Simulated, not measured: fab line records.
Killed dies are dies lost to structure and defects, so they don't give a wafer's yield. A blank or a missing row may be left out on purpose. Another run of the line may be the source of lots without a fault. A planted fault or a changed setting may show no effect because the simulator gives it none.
fab line records	flow sky130
record: lots: 7	wafers: 21	last-day: 52
route steps=708 shown POLY_GATE@222
lots with no fault: from the same line, run without faults
start-h: hours from the record's opening day to when the first of the lot's shown wafers began	wait-h: hours from the lot's prior step to this one	" the same as in the row above	L1.1+2: several wafers, shown together as one row	- value missing, or start not given	* or withheld: withheld	< > ~ a bound
route shown NAME@n: NAME is a module with steps in the file, n the number in the route of the first one	usual: mean/standard deviation of fault-free wafers	same: alike in all rows	chamber/n: place in a boat	sites: the reading at each site	_std_site: standard deviation across them	_edge_site: inner sites' mean taken away from outer sites' mean	radius-mm: how far each site lies from the wafer's centre	mask NAME#n: copy n	behind: tool/chamber where the wafer was last shaped	hold: what put the lot on hold/how long, in hours/how the hold closed	device: whichever transistor did not switch (one of n, p or np)	end of line: the tests these same wafers got at the end of their route	a step given without rows: its recipe and nothing more	killed: at the first sort, the dies lost to defects and structure; wafer yield is something else	map: a wafer's dies, x killed, . not, _ none there
set.NAME: setting as actually run; set.NAME@STEP: the setting as run at that earlier step	model.NAME: the simulator's own value behind a step, which no gauge read
a table for each step, a row for each wafer; lots at some steps of the route
services: a tool's chamber out of use, with start hour (start-h, from the record's first day; less than 0 if before it), hours out, and reason
== steps ==
step: SKY_POLY_GATE_COAT_08
recipe: resist: KrF-thick	spin-rpm: 3000	resist-thk-nm: 450
step: SKY_POLY_GATE_SOFTBAKE_09
recipe: temp-c: 100	time-s: 90	resist: KrF-thick
step: SKY_POLY_GATE_EXPOSE_10
recipe: mask-id: P1M	na: 0.68	source-shape: conventional	sigma-outer: 0.6	target-cd-nm: 150	dose-mj: 28
step: SKY_POLY_GATE_PEB_11
recipe: peb-temp-c: withheld	peb-time-s: withheld	resist: KrF-thick
step: SKY_POLY_GATE_DEVELOP_12
recipe: develop-time-s: 60	resist: KrF-thick	dev-temp-c: 21
step: SKY_POLY_GATE_CD_MEAS_13
recipe: target-cd-nm: 150
usual: cd-nm: 149.7/1.4
lot.wafer	tool	chamber	start-h	wait-h	cd-nm
L666.2	cd-sem-01	-	321.18	-	149.2
L666.4	"	-	"	"	148.7
L666.5	"	-	"	"	147.7
L670.3	cd-sem-02	-	351.08	-	150.9
L670.4	"	-	"	"	150.7
L670.5	"	-	"	"	151.1
L675.3	cd-sem-01	-	385.35	-	149.7
L675.5	"	-	"	"	149.5
L675.6	"	-	"	"	150.4
L676.1	cd-sem-02	-	394.74	-	151.0
L676.3	"	-	"	"	149.4
L676.6	"	-	"	"	149.4
L677.2	cd-sem-02	-	399.18	-	149.4
L677.5	"	-	"	"	149.0
L677.6	"	-	"	"	148.2
L679.3	cd-sem-02	-	414.90	-	148.9
L679.4	"	-	"	"	148.9
L679.6	"	-	"	"	148.6
L683.1	cd-sem-02	-	646.86	-	149.4
L683.3	"	-	"	"	151.0
L683.5	"	-	"	"	150.5
step: SKY_POLY_GATE_OVL_MEAS_14
usual: POLY_GATE_OVL: -4/5
lot.wafer	tool	chamber	start-h	wait-h	POLY_GATE_OVL[nm]
L666.2	overlay-02	-	321.28	0.1	-4
L666.4	"	-	"	"	-3
L666.5	"	-	"	"	0
L670.3	overlay-01	-	351.17	0.1	1
L670.4	"	-	"	"	-7
L670.5	"	-	"	"	-5
L675.3	overlay-01	-	385.44	0.1	-2
L675.5	"	-	"	"	-2
L675.6	"	-	"	"	-6
L676.1	overlay-02	-	394.86	0.1	-8
L676.3	"	-	"	"	-14
L676.6	"	-	"	"	-14
L677.2	overlay-02	-	399.28	0.1	-9
L677.5	"	-	"	"	-5
L677.6	"	-	"	"	-13
L679.3	overlay-01	-	414.99	0.1	-9
L679.4	"	-	"	"	-12
L679.6	"	-	"	"	-1
L683.1	overlay-01	-	646.98	0.1	-2
L683.3	"	-	"	"	-1
L683.5	"	-	"	"	-7
step: SKY_POLY_GATE_ETCH_15
recipe: chemistry: N2/H2	target: BARC	ion-energy-ev: 200	source-w: 500	bias-w: 100	pressure-mtorr: 30	n2-flow-sccm: 100	h2-flow-sccm: 200	stop-on: SiO2	time-s: 118.5	target-depth-a: 1100
usual: chamber-pressure-mTorr: 30.000/0.029	drypump-motor-current-A: 5.7/0.75	oes-product-au: 0.717/0.0045	throttle-valve-pct: 13.213/0.009
lot.wafer	tool	chamber	start-h	wait-h	chamber-pressure-mTorr	drypump-motor-current-A	oes-product-au	rf-hours-counter-h	throttle-valve-pct
L666.2	rie-diel-01	3	321.31	0.0	30.043	4.6	0.709	5	13.220
L666.4	"	2	"	"	29.995	6.5	0.718	39	13.225
L666.5	"	2	"	"	29.959	6.6	0.719	-	13.212
L670.3	rie-diel-01	1	351.19	0.0	29.957	6.1	0.727	8	13.222
L670.4	"	0	"	"	30.007	5.3	0.722	13	13.204
L670.5	"	3	"	"	29.969	4.7	0.725	-	13.223
L675.3	rie-diel-01	2	385.46	0.0	30.003	6.6	0.726	41	13.192
L675.5	"	1	"	"	29.998	6.1	0.710	-	13.231
L675.6	"	2	"	"	29.994	6.5	0.717	-	13.218
L676.1	rie-diel-03	2	394.89	0.0	29.992	4.8	0.707	4	13.209
L676.3	"	0	"	"	30.045	4.8	0.717	16	13.206
L676.6	"	2	"	"	30.007	4.8	0.728	-	13.219
L677.2	rie-diel-02	1	399.31	0.0	30.003	5.2	0.708	95	13.207
L677.5	"	0	"	"	30.009	6.7	0.721	-	13.230
L677.6	"	1	"	"	29.980	5.2	0.716	-	13.222
L679.3	rie-diel-02	1	415.01	0.0	29.986	5.2	0.722	96	13.203
L679.4	"	3	"	"	30.000	6.7	0.713	93	13.214
L679.6	"	0	"	"	30.009	6.7	0.717	-	13.208
L683.1	rie-diel-03	1	647.01	0.0	30.027	5.5	0.715	3	13.211
L683.3	"	0	"	"	30.014	4.8	0.722	20	13.233
L683.5	"	3	"	"	29.974	6.0	0.724	-	13.207
step: SKY_POLY_GATE_ETCH_16
recipe: stop-on: poly-Si	chemistry: CH3F/O2	target: Si3N4	source-w: 400	bias-w: 80	pressure-mtorr: 25	ch3f-flow-sccm: 40	O2_flow_sccm: 30	time-s: 147.5	target-depth-a: 750
usual: chamber-pressure-mTorr: 25.001/0.022	drypump-motor-current-A: 5.7/0.75	oes-product-au: 0.640/0.0045	throttle-valve-pct: 10.534/0.0092
lot.wafer	tool	chamber	start-h	wait-h	chamber-pressure-mTorr	drypump-motor-current-A	oes-product-au	rf-hours-counter-h	throttle-valve-pct
L666.2	rie-diel-01	3	321.40	0.0	24.958	4.7	0.645	5	10.522
L666.4	"	2	"	"	25.007	6.5	0.641	39	10.529
L666.5	"	2	"	"	24.993	6.5	0.640	-	10.552
L670.3	rie-diel-01	1	351.28	0.0	25.034	6.1	0.637	8	10.531
L670.4	"	0	"	"	24.982	5.3	0.638	13	10.527
L670.5	"	3	"	"	25.021	4.7	0.640	-	10.539
L675.3	rie-diel-01	2	385.55	0.0	25.033	6.5	0.637	41	10.541
L675.5	"	1	"	"	24.987	6.1	0.631	-	10.523
L675.6	"	2	"	"	25.008	6.5	0.639	-	10.538
L676.1	rie-diel-03	2	394.98	0.0	24.949	4.7	0.648	4	10.527
L676.3	"	0	"	"	24.980	4.8	0.644	16	10.530
L676.6	"	2	"	"	25.013	4.8	0.647	-	10.532
L677.2	rie-diel-02	1	399.40	0.0	25.021	5.2	0.649	95	10.541
L677.5	"	0	"	"	24.995	6.7	0.641	-	10.518
L677.6	"	1	"	"	25.031	5.2	0.637	-	10.542
L679.3	rie-diel-02	1	415.10	0.0	25.018	5.2	0.637	96	10.544
L679.4	"	3	"	"	25.005	6.7	0.641	93	10.538
L679.6	"	0	"	"	25.022	6.7	0.635	-	10.537
L683.1	rie-diel-03	1	647.09	0.0	25.021	5.4	0.643	3	10.536
L683.3	"	0	"	"	25.029	4.8	0.641	20	10.529
L683.5	"	3	"	"	25.012	6.0	0.644	-	10.534
step: SKY_POLY_GATE_ETCH_17
recipe: target-depth-nm: 180	stop-on: SiO2	over-etch-frac: 0.56667	chemistry: HBr/Cl2	target: poly-Si	icp-w: 400	bias-w: 100	pressure-mtorr: 10	HBr_flow_sccm: 150	Cl2_flow_sccm: 50	time-s: 70.5
usual: chamber-pressure-mTorr: 10.000/0.0095	drypump-motor-current-A: 5.6/0.35	oes-product-au: 0.988/0.0072	throttle-valve-pct: 33.684/0.009
same: over-etch-frac: 0.56667
lot.wafer	tool	chamber	start-h	wait-h	chamber-pressure-mTorr	drypump-motor-current-A	oes-product-au	rf-hours-counter-h	throttle-valve-pct
L666.2	rie-si-01	2	321.49	0.0	10.001	5.9	0.977	92	33.686
L666.4	"	1	"	"	9.996	5.4	0.986	90	33.691
L666.5	"	1	"	"	9.996	5.4	0.985	-	33.682
L670.3	rie-si-01	3	351.38	0.0	10.006	4.9	0.968	71	33.693
L670.4	"	3	"	"	9.993	4.9	0.975	-	33.681
L670.5	"	1	"	"	9.997	5.4	0.981	-	33.694
L675.3	rie-si-02	1	385.64	0.0	10.001	5.7	0.983	5	33.676
L675.5	"	3	"	"	10.004	5.6	0.981	-	33.691
L675.6	"	0	"	"	9.991	5.7	0.981	-	33.666
L676.1	rie-si-01	0	395.07	0.0	9.997	5.9	0.990	5	33.673
L676.3	"	2	"	"	9.988	5.9	0.985	0	33.686
L676.6	"	2	"	"	10.017	5.9	0.986	-	33.682
L677.2	rie-si-01	1	399.49	0.0	10.000	5.4	0.989	0	33.682
L677.5	"	0	"	"	10.007	6.0	0.987	-	33.696
L677.6	"	1	"	"	10.005	5.4	0.984	-	33.690
L679.3	rie-si-02	3	415.19	0.0	9.997	5.6	0.991	3	33.697
L679.4	"	2	"	"	9.983	5.5	1.000	0	33.677
L679.6	"	1	"	"	10.011	5.7	0.990	-	33.684
L683.1	rie-si-01	1	647.19	0.0	10.003	5.4	0.996	1	33.694
L683.3	"	2	"	"	10.001	5.9	1.012	1	33.696
L683.5	"	3	"	"	9.989	4.8	0.994	-	33.679
step: SKY_POLY_GATE_STRIP_18
recipe: chemistry: O2/N2	power-w: 1400	pressure-mtorr: 1500	platen-temp-c: withheld	o2-flow-sccm: 3000	n2-flow-sccm: 300	overash-fraction: 0.5
usual: chamber-pressure-mTorr: 1499.8/1.2	drypump-motor-current-A: 5.89/0.18	oes-product-au: 0.361/0.0046	strip-time-to-endpoint-s: 3.18/0.04
lot.wafer	tool	chamber	start-h	wait-h	chamber-pressure-mTorr	drypump-motor-current-A	oes-product-au	rf-hours-counter-h	strip-time-to-endpoint-s
L666.2	plasma-asher-04	0	321.55	0.0	1499.7	5.56	0.358	64	3.17
L666.4	"	1	"	"	1499.0	5.87	0.360	-	3.15
L666.5	"	1	"	"	1499.9	5.85	0.366	-	3.15
L670.3	plasma-asher-02	1	351.46	0.1	1499.9	5.97	0.357	-	3.22
L670.4	"	0	"	"	1501.2	5.96	0.368	-	3.23
L670.5	"	1	"	"	1499.9	5.95	0.357	-	3.20
L675.3	plasma-asher-02	0	385.73	0.1	1499.9	5.97	0.357	-	3.15
L675.5	"	0	"	"	1502.0	5.96	0.365	-	3.20
L675.6	"	1	"	"	1498.8	5.95	0.352	-	3.16
L676.1	plasma-asher-03	1	395.13	0.0	1500.2	6.15	0.364	55	3.26
L676.3	"	1	"	"	1499.7	6.14	0.362	-	3.22
L676.6	"	0	"	"	1499.8	5.82	0.370	-	3.26
L677.2	plasma-asher-02	1	399.55	0.0	1499.2	5.98	0.362	70	3.20
L677.5	"	0	"	"	1498.4	5.95	0.361	-	3.19
L677.6	"	1	"	"	1499.5	6.01	0.359	-	3.21
L679.3	plasma-asher-02	1	415.28	0.1	1499.1	5.93	0.364	-	3.19
L679.4	"	0	"	"	1500.3	5.95	0.353	-	3.10
L679.6	"	0	"	"	1500.4	5.97	0.368	-	3.17
L683.1	plasma-asher-04	1	647.25	0.0	1498.5	5.86	0.367	100	3.20
L683.3	"	1	"	"	1498.9	5.89	0.357	-	3.18
L683.5	"	1	"	"	1500.8	5.87	0.353	-	3.21
step: SKY_POLY_GATE_CLEAN_19
recipe: chemistry: SC1/SC2	mix: 1:4:20	temp-c: 70	time-s: 150	dry: n2-spin
step: SKY_POLY_GATE_OXIDATION_20
recipe: temp-c: 850	ambient: O2	stabilise-s: 600	purge-s: 300	target-thk-a: 40	ox-time-s: 899
usual: ox-temp-c: 850.1/0.37	ox-temp-c-max: 853.4/0.74	ox-time-s: 899/0	zone-power-lower-pct: 15.2/0.67
lot.wafer	tool	chamber	start-h	wait-h	ox-temp-c	ox-temp-c-max	ox-time-s	zone-power-lower-pct
L666.2	furnace-01	0	322.20	0.5	849.8	854.0	899	14.7
L666.4	"	0	"	"	850.5	854.2	899	14.8
L666.5	"	0	"	"	849.8	852.6	899	15.0
L670.3	furnace-01	0	351.63	0.1	850.0	854.5	899	14.8
L670.4	"	0	"	"	849.8	852.6	899	14.8
L670.5	"	0	"	"	850.1	852.9	899	15.0
L675.3	furnace-01	-	387.39	1.5	-	-	-	-
L675.5	"	-	"	"	-	-	-	-
L675.6	"	-	"	"	-	-	-	-
L676.1	furnace-02	-	395.28	0.0	-	-	-	-
L676.3	"	-	"	"	-	-	-	-
L676.6	"	-	"	"	-	-	-	-
L677.2	furnace-02	-	399.74	0.0	-	-	-	-
L677.5	"	-	"	"	-	-	-	-
L677.6	"	-	"	"	-	-	-	-
L679.3	furnace-01	0	416.35	1.0	850.4	853.4	899	15.1
L679.4	"	0	"	"	850.2	853.4	899	14.7
L679.6	"	0	"	"	850.4	853.1	899	14.9
L683.1	furnace-01	0	647.68	0.3	849.6	852.4	899	14.8
L683.3	"	0	"	"	849.5	852.1	899	14.8
L683.5	"	0	"	"	849.6	853.1	899	14.7
step: SKY_POLY_GATE_CD_MEAS_22
usual: cd-nm: 150.1/1.8
lot.wafer	tool	chamber	start-h	wait-h	cd-nm
L666.2	cd-sem-01	-	323.54	0.1	150.3
L666.4	"	-	"	"	151.1
L666.5	"	-	"	"	150.7
L670.3	cd-sem-01	-	353.00	0.1	151.8
L670.4	"	-	"	"	152.8
L670.5	"	-	"	"	149.6
L675.3	cd-sem-01	-	388.75	0.1	149.5
L675.5	"	-	"	"	149.0
L675.6	"	-	"	"	150.5
L676.1	cd-sem-01	-	396.59	0.1	151.8
L676.3	"	-	"	"	150.8
L676.6	"	-	"	"	150.7
L677.2	cd-sem-02	-	401.08	0.1	147.7
L677.5	"	-	"	"	148.3
L677.6	"	-	"	"	147.9
L679.3	cd-sem-02	-	417.72	0.1	147.2
L679.4	"	-	"	"	147.4
L679.6	"	-	"	"	149.1
L683.1	cd-sem-01	-	648.99	0.1	151.9
L683.3	"	-	"	"	151.9
L683.5	"	-	"	"	149.8
== services ==
tool	chamber	start-h	hours	kind
plasma-asher-02	-	297.63	0.9	repair
rie-diel-02	-	319.60	17.0	repair
rie-diel-02	0	320.64	7.1	repair
rie-diel-03	1	328.09	5.7	repair
plasma-asher-02	-	337.01	1.3	repair
rie-diel-03	1	340.67	11.3	repair
plasma-asher-02	-	352.14	0.8	repair
rie-diel-01	1	357.60	6.2	repair
rie-diel-02	0	361.09	4.0	repair
rie-diel-03	3	366.22	10.0	repair
rie-diel-02	3	370.25	6.6	repair
rie-diel-03	0	375.49	5.3	repair
rie-diel-03	-	382.52	0.9	repair
rie-diel-01	-	386.06	14.6	pm
rie-diel-03	0	397.45	3.8	repair
furnace-01	-	406.71	4.4	pm
rie-si-01	-	408.12	1.8	repair
rie-si-01	3	425.33	1.1	repair
rie-diel-01	1	516.70	4.6	repair
rie-diel-01	-	557.43	21.4	repair
furnace-01	-	568.50	4.4	pm
furnace-01	-	575.21	3.5	pm
rie-diel-01	-	578.86	2.8	pm
furnace-01	-	614.59	20.8	pm
== key ==
first-sign: step: SKY_POLY_GATE_OXIDATION_20	reading: tool-record	direction: missing
effect none on later readings
met-at SKY_POLY_GATE_OXIDATION_20
struck-wafers L675.3,L675.5,L675.6,L676.1,L676.3,L676.6,L677.2,L677.5,L677.6
later-rows-left-out L675.3,L675.5,L675.6,L676.1,L676.3,L676.6,L677.2,L677.5,L677.6
sort-left-out L675.3,L675.5,L675.6,L676.1,L676.3,L676.6,L677.2,L677.5,L677.6
tester-left-out L675,L676,L677
onset-between 351.63 387.39
fault: kind: skipped-step-whole	tool: furnace-01,furnace-02	chamber: -	onset-h: 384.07	steps: SKY_POLY_GATE_OXIDATION_20	scope: struck-lots-only
tester-left-out: of these lots the tester's yield and bins aren't shown, on N5 and GAA mostly nor the transistor test; their killed dies are dies lost to structure and defects alone, not to doping, threshold or leakage, so they don't give the yield
sort-left-out: the simulated sort isn't trusted on such a fault, so these wafers' sort isn't shown, and their yield isn't known
later-rows-left-out: the simulator's readings of these wafers behind a module that went badly wrong aren't trusted and aren't shown, but for the sort
